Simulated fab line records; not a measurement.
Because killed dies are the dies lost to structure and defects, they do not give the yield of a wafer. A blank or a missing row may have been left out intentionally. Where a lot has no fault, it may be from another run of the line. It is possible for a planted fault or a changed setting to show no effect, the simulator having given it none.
fab line records	flow sky130
record lots=7	wafers=19	lastDay=50
route steps=708 shown FIELD_ISO@1 PAD_OPEN@708
lots untouched by any fault: they come from a run of this same line in which no faults occurred
startH: hours from the record's first day to the start of the lot's first wafer shown	waitH: hours from the lot's prior step to this one	" identical to the entry in the row above	L1.1+2: one row covering several wafers at once	- no value present, or no start provided	* or withheld: withheld	< > ~ a bound
route shown NAME@n: NAME is a module with steps in the file, n the number in the route of the first one	usual: mean/standard deviation taken from wafers without a fault	same: alike in all rows	chamber/n: place in a boat	sites: per-site readings	_std_site: standard deviation of those values	_edge_site: outer sites' mean less inner sites'	radiusMm: for every site, how far away it sits from the centre of the wafer	mask NAME#n: copy n	behind: the last tool/chamber to shape the wafer	hold: cause of the lot's hold/its duration in hours/its outcome	device: whichever transistor did not switch (one of n, p or np)	end of line: the tests these same wafers got at the end of their route	a step given without rows: its recipe and nothing more	killed: the dies lost at the first sort to structure and to defects; this is not the yield of the wafer	map: dies across one wafer; x = killed, . = not, _ = none there
set.NAME: the run value of the setting; set.NAME@STEP: its run value at that earlier step	model.NAME: the simulator's own value behind a step, which no gauge read
lots seen at some steps along the route; tables by step, rows by wafer
services: a tool's chamber out of use, with start hour (startH, from the record's first day; less than 0 if before it), hours out, and reason
## steps
# step SKY_FIELD_ISO_BOW_MEAS_00
# recipe mode=bow
# usual INCOMING_BOW=0/6.1
lot.wafer	tool	chamber	startH	waitH	INCOMING_BOW[um]
L707.3	filmMetro-01	-	25.04	-	-9
L707.4	"	-	"	"	9
L707.5	"	-	"	"	7
L709.1	filmMetro-01	-	35.00	-	4
L709.2	"	-	"	"	1
L709.6	"	-	"	"	14
L710.2	filmMetro-01	-	40.02	-	2
L710.3	"	-	"	"	8
L710.6	"	-	"	"	1
L714.2	filmMetro-01	-	60.02	-	0
L714.5	"	-	"	"	-2
L714.6	"	-	"	"	0
L725.3	filmMetro-01	-	115.04	-	4
L725.4	"	-	"	"	-1
L726.4	filmMetro-02	-	120.06	-	12
L726.5	"	-	"	"	-4
L727.2	filmMetro-03	-	125.02	-	4
L727.3	"	-	"	"	3
L727.5	"	-	"	"	-1
# step SKY_FIELD_ISO_OXIDATION_01
# recipe tempC=900	ambient=O2	stabiliseS=600	purgeS=300	targetThkA=120	oxTimeS=1843
# step SKY_FIELD_ISO_THK_MEAS_02
# recipe reads=SiO2_of_FIELD_ISO_OXIDATION_01
# usual FIELD_ISO_OXIDATION_00_THK=12.06/0.25
lot.wafer	tool	chamber	startH	waitH	FIELD_ISO_OXIDATION_00_THK[nm]
L707.3	filmMetro-02	-	28.47	0.0	11.82
L707.4	"	-	"	"	11.64
L707.5	"	-	"	"	11.90
L709.1	filmMetro-03	-	38.05	0.0	12.29
L709.2	"	-	"	"	12.51
L709.6	"	-	"	"	12.40
L710.2	filmMetro-01	-	41.64	0.0	11.82
L710.3	"	-	"	"	12.09
L710.6	"	-	"	"	12.17
L714.2	filmMetro-02	-	63.66	0.0	12.08
L714.5	"	-	"	"	12.27
L714.6	"	-	"	"	12.20
L725.3	filmMetro-02	-	116.65	0.0	11.96
L725.4	"	-	"	"	11.97
L726.4	filmMetro-01	-	122.44	0.0	12.60
L726.5	"	-	"	"	12.29
L727.2	filmMetro-03	-	128.39	0.0	11.81
L727.3	"	-	"	"	12.24
L727.5	"	-	"	"	11.92
# step SKY_FIELD_ISO_CVD_03
# recipe material=Si3N4	precursor=DCS/NH3	targetThkNm=165	tempC=770	timeS=2830	pressureMtorr=250
# step SKY_FIELD_ISO_THK_MEAS_04
# recipe reads=Si3N4_of_FIELD_ISO_CVD_03
# usual FIELD_ISO_CVD_03_THK=165.3/1.6
lot.wafer	tool	chamber	startH	waitH	FIELD_ISO_CVD_03_THK[nm]
L707.3	filmMetro-02	-	30.32	0.0	162.3
L707.4	"	-	"	"	162.8
L707.5	"	-	"	"	162.8
L709.1	filmMetro-03	-	40.53	0.0	166.7
L709.2	"	-	"	"	166.1
L709.6	"	-	"	"	166.7
L710.2	filmMetro-01	-	43.49	0.0	165.7
L710.3	"	-	"	"	165.9
L710.6	"	-	"	"	165.6
L714.2	filmMetro-03	-	66.09	0.0	165.8
L714.5	"	-	"	"	167.1
L714.6	"	-	"	"	168.1
L725.3	filmMetro-02	-	118.50	0.0	164.9
L725.4	"	-	"	"	164.6
L726.4	filmMetro-01	-	125.22	0.0	160.9
L726.5	"	-	"	"	161.5
L727.2	filmMetro-03	-	130.23	0.0	163.5
L727.3	"	-	"	"	162.5
L727.5	"	-	"	"	163.7
# step SKY_FIELD_ISO_DEHYDRATE_05
# recipe tempC=200	timeS=60
# step SKY_FIELD_ISO_HMDS_06
# recipe primeTimeS=60	primeTempC=120
# step SKY_FIELD_ISO_COAT_07
# recipe resist=BARC	tempC=withheld	timeS=withheld	spinRpm=3000	resistThkNm=60
# step SKY_FIELD_ISO_COAT_08
# recipe resist=KrF-thick	spinRpm=3000	resistThkNm=450
# step SKY_FIELD_ISO_SOFTBAKE_09
# recipe tempC=100	timeS=90	resist=KrF-thick
# step SKY_FIELD_ISO_EXPOSE_10
# recipe maskId=FOM	na=0.68	sourceShape=annular	sigmaInner=0.4	sigmaOuter=0.8	targetCdNm=150	doseMj=28
# usual focusOffsetNm=0.2/0.51
# same sigmaOuter=0.8
lot.wafer	tool	chamber	startH	waitH	mask	focusOffsetNm
L707.3	krfScanner-02	0	37.66	-	FOM#0	-0.3
L707.4	"	0	"	"	FOM#0	0.2
L707.5	"	0	"	"	FOM#0	1.0
L709.1	krfScanner-02	0	48.26	-	FOM#0	0.7
L709.2	"	0	"	"	FOM#0	0.2
L709.6	"	0	"	"	FOM#0	-0.2
L710.2	krfScanner-02	0	50.86	-	FOM#0	0.9
L710.3	"	0	"	"	FOM#0	1.1
L710.6	"	0	"	"	FOM#0	0.4
L714.2	krfScanner-01	0	74.29	-	FOM#0	0.4
L714.5	"	0	"	"	FOM#0	0.3
L714.6	"	0	"	"	FOM#0	0.4
L725.3	krfScanner-02	0	128.56	-	FOM#0	0.3
L725.4	"	0	"	"	FOM#0	-0.7
L726.4	krfScanner-02	0	135.30	-	FOM#0	0.1
L726.5	"	0	"	"	FOM#0	0.0
L727.2	krfScanner-02	0	140.46	-	FOM#0	0.1
L727.3	"	0	"	"	FOM#0	-0.7
L727.5	"	0	"	"	FOM#0	0.3
# step SKY_FIELD_ISO_PEB_11
# recipe pebTempC=withheld	pebTimeS=withheld	resist=KrF-thick
# step SKY_FIELD_ISO_DEVELOP_12
# recipe developTimeS=60	resist=KrF-thick	devTempC=21
# step SKY_FIELD_ISO_CD_MEAS_13
# recipe targetCdNm=150
# usual cdNm=149.6/1.4
lot.wafer	tool	chamber	startH	waitH	cdNm
L707.3	cdSem-02	-	45.48	-	149.0
L707.4	"	-	"	"	148.6
L707.5	"	-	"	"	148.9
L709.1	cdSem-02	-	56.14	-	148.3
L709.2	"	-	"	"	148.8
L709.6	"	-	"	"	149.9
L710.2	cdSem-01	-	58.96	-	149.9
L710.3	"	-	"	"	150.1
L710.6	"	-	"	"	150.7
L714.2	cdSem-01	-	82.33	-	147.3
L714.5	"	-	"	"	148.6
L714.6	"	-	"	"	145.6
L725.3	cdSem-01	-	138.08	-	101.8
L725.4	"	-	"	"	151.7
L726.4	cdSem-01	-	144.61	-	147.7
L726.5	"	-	"	"	100.6
L727.2	cdSem-01	-	149.92	-	148.3
L727.3	"	-	"	"	98.1
L727.5	"	-	"	"	99.1
# step SKY_FIELD_ISO_ETCH_14
# recipe chemistry=N2/H2	target=BARC	ionEnergyEv=200	sourceW=500	biasW=100	pressureMtorr=30	n2FlowSccm=100	h2FlowSccm=200	stopOn=SiO2	timeS=45.9	targetDepthA=600
# usual drypumpMotorCurrentA=5.9/0.36	oesProductAu=0.855/0.0049	throttleValvePct=13.224/0.0087
lot.wafer	tool	chamber	startH	waitH	drypumpMotorCurrentA	oesProductAu	rfHoursCounterH	throttleValvePct	model.FIELD_ISO.cdNm
L707.3	rieDiel-04	0	45.56	0.1	6.0	0.850	95	13.226	149.9
L707.4	"	1	"	"	6.3	0.853	10	13.230	148.2
L707.5	"	1	"	"	6.3	0.848	-	13.226	149
L709.1	rieDiel-03	3	56.26	0.1	6.6	0.857	15	13.232	148
L709.2	"	1	"	"	6.1	0.855	0	13.230	149.5
L709.6	"	0	"	"	5.9	0.854	-	13.219	151.9
L710.2	rieDiel-01	3	59.06	0.1	5.4	0.861	31	13.225	151.8
L710.3	"	1	"	"	6.2	0.855	63	13.222	149
L710.6	"	1	"	"	6.2	0.859	-	13.222	150
L714.2	rieDiel-03	0	82.43	0.1	5.9	0.850	114	13.219	149
L714.5	"	3	"	"	6.5	0.847	-	13.224	147.8
L714.6	"	0	"	"	5.9	0.850	-	13.229	147.5
L725.3	rieDiel-03	2	138.16	0.1	5.6	0.856	118	13.211	102.8
L725.4	"	0	"	"	5.9	0.849	115	13.217	152.9
L726.4	rieDiel-01	0	144.67	0.0	5.5	0.851	92	13.212	147.6
L726.5	"	1	"	"	6.2	0.856	-	13.229	98.39
L727.2	rieDiel-01	0	150.02	0.1	5.5	0.856	92	13.219	147.6
L727.3	"	2	"	"	5.3	0.854	6	13.232	98.74
L727.5	"	0	"	"	5.6	0.852	-	13.219	98.82
# step SKY_FIELD_ISO_ETCH_15
# recipe chemistry=CHF3/O2	targetDepthNm=180	stopOn=Si	sourceW=600	biasW=200	pressureMtorr=40	chf3FlowSccm=50	O2_flow_sccm=5	timeS=72
# usual drypumpMotorCurrentA=5.9/0.36	oesProductAu=0.947/0.0067	throttleValvePct=8.844/0.0092
lot.wafer	tool	chamber	startH	waitH	drypumpMotorCurrentA	oesProductAu	rfHoursCounterH	throttleValvePct
L707.3	rieDiel-04	0	45.61	0.0	6.0	0.944	95	8.848
L707.4	"	1	"	"	6.3	0.944	10	8.846
L707.5	"	1	"	"	6.3	0.939	-	8.835
L709.1	rieDiel-03	3	56.31	0.0	6.5	0.950	15	8.860
L709.2	"	1	"	"	6.1	0.944	0	8.834
L709.6	"	0	"	"	5.9	0.954	-	8.840
L710.2	rieDiel-01	3	59.11	0.0	5.4	0.954	31	8.841
L710.3	"	1	"	"	6.2	0.945	63	8.851
L710.6	"	1	"	"	6.2	0.947	-	8.850
L714.2	rieDiel-03	0	82.47	0.0	5.9	0.949	114	8.844
L714.5	"	3	"	"	6.5	0.947	-	8.853
L714.6	"	0	"	"	5.9	0.955	-	8.851
L725.3	rieDiel-03	2	138.21	0.0	5.6	0.939	118	8.841
L725.4	"	0	"	"	5.9	0.944	115	8.858
L726.4	rieDiel-01	0	144.71	0.0	5.6	0.935	92	8.838
L726.5	"	1	"	"	6.2	0.938	-	8.833
L727.2	rieDiel-01	0	150.06	0.0	5.5	0.939	92	8.842
L727.3	"	2	"	"	5.3	0.942	6	8.851
L727.5	"	0	"	"	5.5	0.934	-	8.852
# step SKY_FIELD_ISO_STRIP_16
# recipe chemistry=O2/N2	powerW=1400	pressureMtorr=1500	platenTempC=withheld	o2FlowSccm=3000	n2FlowSccm=300	overashFraction=0.5
# usual drypumpMotorCurrentA=5.46/0.2	oesProductAu=0.378/0.0045	stripTimeToEndpointS=3.55/0.044
# same overashFraction=0.5
lot.wafer	tool	chamber	startH	waitH	drypumpMotorCurrentA	oesProductAu	rfHoursCounterH	stripTimeToEndpointS
L707.3	plasmaAsher-04	0	45.70	0.1	5.10	0.380	-	3.51
L707.4	"	1	"	"	5.68	0.383	-	3.50
L707.5	"	0	"	"	5.11	0.376	-	3.51
L709.1	plasmaAsher-01	0	56.36	0.0	5.51	0.383	38	3.64
L709.2	"	1	"	"	5.42	0.380	38	3.57
L709.6	"	0	"	"	5.52	0.373	-	3.51
L710.2	plasmaAsher-01	1	59.16	0.0	5.44	0.385	38	3.54
L710.3	"	0	"	"	5.52	0.377	-	3.55
L710.6	"	0	"	"	5.51	0.373	-	3.57
L714.2	plasmaAsher-01	1	82.53	0.0	5.44	0.380	40	3.50
L714.5	"	1	"	"	5.43	0.379	-	3.65
L714.6	"	0	"	"	5.54	0.378	-	3.50
L725.3	plasmaAsher-01	1	138.30	0.1	5.42	0.382	-	3.56
L725.4	"	0	"	"	5.54	0.373	-	3.48
L726.4	plasmaAsher-04	1	144.80	0.1	5.68	0.382	-	3.55
L726.5	"	1	"	"	5.66	0.376	-	3.54
L727.2	plasmaAsher-04	1	150.12	0.0	5.66	0.387	35	3.57
L727.3	"	0	"	"	5.13	0.375	-	3.59
L727.5	"	1	"	"	5.69	0.386	-	3.58
# step SKY_FIELD_ISO_ETCH_17
# recipe targetDepthA=3420	maskMaterial=Si3N4	chemistry=HBr/Cl2/O2	target=Si	taperDeg=5	icpW=600	biasW=150	pressureMtorr=15	HBr_flow_sccm=150	Cl2_flow_sccm=40	O2_flow_sccm=6	timeS=97.7
# usual drypumpMotorCurrentA=6.0/0.38	oesProductAu=1.004/0.012	throttleValvePct=25.653/0.012
lot.wafer	tool	chamber	startH	waitH	drypumpMotorCurrentA	oesProductAu	rfHoursCounterH	throttleValvePct	model.FIELD_ISO.cdNm
L707.3	rieSi-01	2	45.76	0.0	6.4	1.023	150	25.651	148.1
L707.4	"	1	"	"	5.9	0.992	119	25.664	146.3
L707.5	"	2	"	"	6.4	1.026	-	25.625	148
L709.1	rieSi-02	3	56.46	0.1	5.6	1.012	26	25.651	150.5
L709.2	"	0	"	"	5.4	0.998	24	25.660	147.8
L709.6	"	1	"	"	6.0	0.993	-	25.662	151.3
L710.2	rieSi-01	0	59.26	0.1	6.2	1.003	12	25.653	154.8
L710.3	"	1	"	"	5.9	0.999	119	25.670	149.2
L710.6	"	0	"	"	6.2	0.997	-	25.645	150
L714.2	rieSi-02	1	82.63	0.1	6.0	1.007	1	25.651	149.2
L714.5	"	0	"	"	5.4	1.008	-	25.647	151
L714.6	"	3	"	"	5.6	1.021	-	25.651	147.6
L725.3	rieSi-01	0	138.36	0.0	6.2	1.005	13	25.651	100.7
L725.4	"	3	"	"	6.2	1.008	124	25.651	152.7
L726.4	rieSi-02	2	144.87	0.0	6.6	0.994	36	25.658	147.5
L726.5	"	2	"	"	6.6	0.996	-	25.658	99.31
L727.2	rieSi-02	3	150.22	0.1	5.6	1.009	27	25.644	148.3
L727.3	"	0	"	"	5.4	1.005	25	25.657	99.6
L727.5	"	0	"	"	5.4	1.004	-	25.655	99.71
# step SKY_FIELD_ISO_WET_ETCH_18
# recipe chemistry=H3PO4	targetDepthNm=25	tempC=160	target=Si3N4	timeS=286
# step SKY_PAD_OPEN_PROBE_99
# usual killed_at_M0_to_M3=45/6.9	killed_at_M4_up=3.1/1.7	killedAtContacts=24/5.7	killedAtFrontEnd=15/4.6	killedAtOther=0.3/0.57	killedDies=87/10	killedOnRim=17/3.9	killedOpen=48/7.4	killedShort=39/6.7
# same grossDies=492	killedAtBackSide=0
lot.wafer	tool	chamber	startH	waitH	killed_at_M0_to_M3	killed_at_M4_up	killedAtContacts	killedAtFrontEnd	killedAtOther	killedDies	killedOnRim	killedOpen	killedShort
L707.3	prober-01	-	1105.00	0.2	52	2	25	9	0	88	16	47	41
L707.4	prober-01	-	1105.05	0.2	43	3	25	13	0	84	20	51	33
L707.5	prober-01	-	1105.10	0.2	50	5	34	15	0	104	20	65	39
L709.1	prober-01	-	1115.36	0.1	57	2	33	15	0	107	21	60	47
L709.2	prober-01	-	1115.41	0.1	38	3	25	12	0	78	7	48	30
L709.6	prober-01	-	1115.61	0.2	38	3	26	21	0	88	19	47	41
L710.2	prober-01	-	1118.82	0.1	52	3	15	12	0	82	16	40	42
L710.3	prober-01	-	1118.87	0.2	37	1	19	8	0	65	7	38	27
L710.6	prober-01	-	1119.02	0.2	46	2	24	11	0	83	19	43	40
L714.2	prober-01	-	1144.97	0.1	42	0	23	8	0	73	14	39	34
L725.3	prober-02	-	1196.12	0.2	49	2	23	418	0	492	96	57	34
L726.4	prober-01	-	1197.72	0.2	36	3	26	10	0	75	13	35	40
L726.5	prober-01	-	1197.77	0.2	43	4	28	417	0	492	96	45	36
L727.2	prober-02	-	1201.81	0.1	53	1	22	23	0	99	20	53	46
L727.3	prober-02	-	1201.86	0.2	42	1	31	418	0	492	96	58	28
L727.5	prober-02	-	1201.96	0.2	47	1	21	422	1	492	96	45	32
# killed by level:class
L707.3 VIA1:geometricParticle:open=13 LI_CONTACT:geometricParticle:open=9 CONTACT:geometricParticle:open=9 METAL1:geometricParticle:short=8 VIA1:geometricParticle:short=8 METAL2:geometricParticle:short=7 VIA3:geometricParticle:open=5 FIELD_ISO:geometricParticle:short=3
L707.4 CONTACT:geometricParticle:open=11 VIA2:geometricParticle:open=9 VIA1:geometricParticle:open=7 LI_CONTACT:geometricParticle:open=6 CONTACT:geometricParticle:short=5 POLY_GATE:geometricParticle:open=5 VIA1:geometricParticle:short=5 VIA3:geometricParticle:short=5
L707.5 CONTACT:geometricParticle:open=17 VIA1:geometricParticle:open=16 VIA2:geometricParticle:open=9 LI_CONTACT:geometricParticle:open=8 VIA1:geometricParticle:short=8 POLY_GATE:geometricParticle:open=5 METAL2:geometricParticle:short=5 METAL1:geometricParticle:short=4
L709.1 VIA1:geometricParticle:open=17 CONTACT:geometricParticle:open=10 LI_CONTACT:geometricParticle:open=10 VIA3:geometricParticle:open=7 VIA2:geometricParticle:short=6 METAL1:geometricParticle:short=6 LI_CONTACT:geometricParticle:short=5 LOCAL_INTERCONNECT:geometricParticle:short=5
L709.2 CONTACT:geometricParticle:open=9 VIA1:geometricParticle:open=8 VIA1:geometricParticle:short=6 LI_CONTACT:geometricParticle:open=5 VIA3:geometricParticle:open=5 METAL1:geometricParticle:short=4 VIA2:geometricParticle:open=4 FIELD_ISO:geometricParticle:open=3
L709.6 CONTACT:geometricParticle:short=9 VIA1:geometricParticle:open=8 VIA3:geometricParticle:open=8 LI_CONTACT:geometricParticle:open=6 POLY_GATE:geometricParticle:short=5 SPACER:geometricParticle:open=5 CONTACT:geometricParticle:open=5 VIA1:geometricParticle:short=5
L710.2 VIA1:geometricParticle:open=19 METAL2:geometricParticle:short=7 CONTACT:geometricParticle:short=6 METAL1:geometricParticle:short=5 VIA2:geometricParticle:open=5 VIA3:geometricParticle:open=4 VIA1:geometricParticle:short=3 POLY_GATE:geometricParticle:short=3
L710.3 CONTACT:geometricParticle:open=9 VIA2:geometricParticle:open=8 LI_CONTACT:geometricParticle:open=6 VIA1:geometricParticle:open=6 METAL2:geometricParticle:short=6 METAL1:geometricParticle:short=5 METAL3:geometricParticle:short=4 POLY_GATE:geometricParticle:short=3
L710.6 CONTACT:geometricParticle:open=12 VIA1:geometricParticle:short=9 VIA1:geometricParticle:open=9 METAL2:geometricParticle:short=7 METAL1:geometricParticle:short=6 VIA2:geometricParticle:open=6 VIA3:geometricParticle:open=6 CONTACT:geometricParticle:short=5
L714.2 METAL2:geometricParticle:short=12 VIA1:geometricParticle:open=11 CONTACT:geometricParticle:open=10 LI_CONTACT:geometricParticle:open=5 VIA3:geometricParticle:open=5 LOCAL_INTERCONNECT:geometricParticle:short=4 FIELD_ISO:geometricParticle:open=3 POLY_GATE:geometricParticle:short=3
L725.3 FIELD_ISO:areaExpose=401 VIA1:geometricParticle:open=13 VIA2:geometricParticle:open=10 LI_CONTACT:geometricParticle:open=8 CONTACT:geometricParticle:open=8 FIELD_ISO:geometricParticle:open=7 VIA3:geometricParticle:open=6 METAL1:geometricParticle:short=5
L726.4 CONTACT:geometricParticle:open=8 LI_CONTACT:geometricParticle:open=6 CONTACT:geometricParticle:short=6 VIA1:geometricParticle:short=6 VIA2:geometricParticle:open=6 FIELD_ISO:geometricParticle:short=5 METAL2:geometricParticle:short=5 LI_CONTACT:geometricParticle:short=4
L726.5 FIELD_ISO:areaExpose=411 VIA3:geometricParticle:open=10 VIA1:geometricParticle:open=9 CONTACT:geometricParticle:open=8 METAL2:geometricParticle:short=7 LI_CONTACT:geometricParticle:open=6 CONTACT:geometricParticle:short=6 LI_CONTACT:geometricParticle:short=5
L727.2 CONTACT:geometricParticle:open=12 METAL1:geometricParticle:short=11 VIA3:geometricParticle:open=9 VIA1:geometricParticle:open=8 VIA2:geometricParticle:open=7 FIELD_ISO:geometricParticle:short=6 FIELD_ISO:geometricParticle:open=6 VIA1:geometricParticle:short=4
L727.3 FIELD_ISO:areaExpose=406 VIA1:geometricParticle:open=14 LI_CONTACT:geometricParticle:open=11 CONTACT:geometricParticle:open=10 FIELD_ISO:geometricParticle:open=6 VIA2:geometricParticle:open=6 VIA1:geometricParticle:short=6 VIA3:geometricParticle:open=6
L727.5 FIELD_ISO:areaExpose=415 VIA1:geometricParticle:open=15 LI_CONTACT:geometricParticle:open=7 VIA2:geometricParticle:open=6 CONTACT:geometricParticle:open=5 LI_CONTACT:geometricParticle:short=5 METAL2:geometricParticle:short=5 VIA3:geometricParticle:open=4
# map L725.3 (x killed, . not)
__________xxxxxxxxxx_________
________xxxxxxxxxxxxxx_______
______xxxxxxxxxxxxxxxxxx_____
_____xxxxxxxxxxxxxxxxxxxx____
____xxxxxxxxxxxxxxxxxxxxxx___
___xxxxxxxxxxxxxxxxxxxxxxxx__
__xxxxxxxxxxxxxxxxxxxxxxxxxx_
_xxxxxxxxxxxxxxxxxxxxxxxxxxxx
_xxxxxxxxxxxxxxxxxxxxxxxxxxxx
_xxxxxxxxxxxxxxxxxxxxxxxxxxxx
_xxxxxxxxxxxxxxxxxxxxxxxxxxxx
_xxxxxxxxxxxxxxxxxxxxxxxxxxxx
_xxxxxxxxxxxxxxxxxxxxxxxxxxxx
_xxxxxxxxxxxxxxxxxxxxxxxxxxxx
_xxxxxxxxxxxxxxxxxxxxxxxxxxxx
__xxxxxxxxxxxxxxxxxxxxxxxxxx_
___xxxxxxxxxxxxxxxxxxxxxxxx__
____xxxxxxxxxxxxxxxxxxxxxx___
_____xxxxxxxxxxxxxxxxxxxx____
______xxxxxxxxxxxxxxxxxx_____
________xxxxxxxxxxxxxx_______
__________xxxxxxxxxx_________
# map L726.5 (x killed, . not)
__________xxxxxxxxxx_________
________xxxxxxxxxxxxxx_______
______xxxxxxxxxxxxxxxxxx_____
_____xxxxxxxxxxxxxxxxxxxx____
____xxxxxxxxxxxxxxxxxxxxxx___
___xxxxxxxxxxxxxxxxxxxxxxxx__
__xxxxxxxxxxxxxxxxxxxxxxxxxx_
_xxxxxxxxxxxxxxxxxxxxxxxxxxxx
_xxxxxxxxxxxxxxxxxxxxxxxxxxxx
_xxxxxxxxxxxxxxxxxxxxxxxxxxxx
_xxxxxxxxxxxxxxxxxxxxxxxxxxxx
_xxxxxxxxxxxxxxxxxxxxxxxxxxxx
_xxxxxxxxxxxxxxxxxxxxxxxxxxxx
_xxxxxxxxxxxxxxxxxxxxxxxxxxxx
_xxxxxxxxxxxxxxxxxxxxxxxxxxxx
__xxxxxxxxxxxxxxxxxxxxxxxxxx_
___xxxxxxxxxxxxxxxxxxxxxxxx__
____xxxxxxxxxxxxxxxxxxxxxx___
_____xxxxxxxxxxxxxxxxxxxx____
______xxxxxxxxxxxxxxxxxx_____
________xxxxxxxxxxxxxx_______
__________xxxxxxxxxx_________
## services
tool	chamber	startH	hours	kind
krfScanner-01	-	16.84	1.3	pm
krfScanner-01	-	18.14	36.0	pm
rieDiel-03	1	37.02	-	clean
rieDiel-03	1	37.02	16.9	scheduledDown
rieDiel-01	-	40.86	2.8	pm
plasmaAsher-01	-	44.87	1.0	repair
rieDiel-01	1	46.27	5.4	repair
krfScanner-02	-	54.14	1.3	pm
rieDiel-01	-	54.20	0.1	repair
rieDiel-03	0	64.91	3.8	repair
rieDiel-03	1	69.27	6.7	repair
rieDiel-04	3	70.16	7.0	repair
krfScanner-01	-	72.68	0.2	repair
krfScanner-01	-	80.59	3.4	repair
rieSi-02	-	85.48	0.1	repair
rieDiel-03	3	86.14	26.7	repair
plasmaAsher-01	-	108.75	9.0	pm
rieDiel-03	0	117.10	14.1	repair
rieDiel-03	-	117.92	0.2	repair
plasmaAsher-01	-	119.02	2.1	repair
plasmaAsher-04	-	119.09	2.5	repair
krfScanner-01	-	135.56	0.8	pm
krfScanner-01	-	136.31	1.0	pm
rieDiel-04	0	147.71	5.1	repair
## key
firstSign step=SKY_FIELD_ISO_CD_MEAS_13	reading=cdNm	direction=down	sigmas=35	usual=149.6	struck=99.9
effect step=SKY_PAD_OPEN_PROBE_99	reading=killedAtFrontEnd	direction=up	sigmas=87	usual=15	struck=419
modelEffect step=SKY_FIELD_ISO_ETCH_14	value=FIELD_ISO.cdNm	without=148.6	struck=99.69
modelEffect step=SKY_FIELD_ISO_ETCH_17	value=FIELD_ISO.cdNm	without=148.7	struck=99.83
moreKillsBornAt SKY_FIELD_ISO_EXPOSE_10@krfScanner-02=1633
metAt SKY_FIELD_ISO_EXPOSE_10
struckWafers L725.3,L726.5,L727.3,L727.5
laterRowsLeftOut L725.3,L726.5,L727.3,L727.5
testerLeftOut L725,L726,L727
onsetBetween 50.86 128.56
fault kind=processParameterDrift	tool=krfScanner-02	chamber=-	onsetH=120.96	steps=SKY_FIELD_ISO_EXPOSE_10	channel=focusNm	offset=352.51	shape=step	endH=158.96	scope=struckWafersOnly
# testerLeftOut: of these lots the tester's yield and bins aren't shown, on N5 and GAA mostly nor the transistor test; their killed dies are dies lost to structure and defects alone, not to doping, threshold or leakage, so they don't give the yield
# laterRowsLeftOut: the simulator's readings of these wafers behind a module that went badly wrong aren't trusted and aren't shown, but for the sort
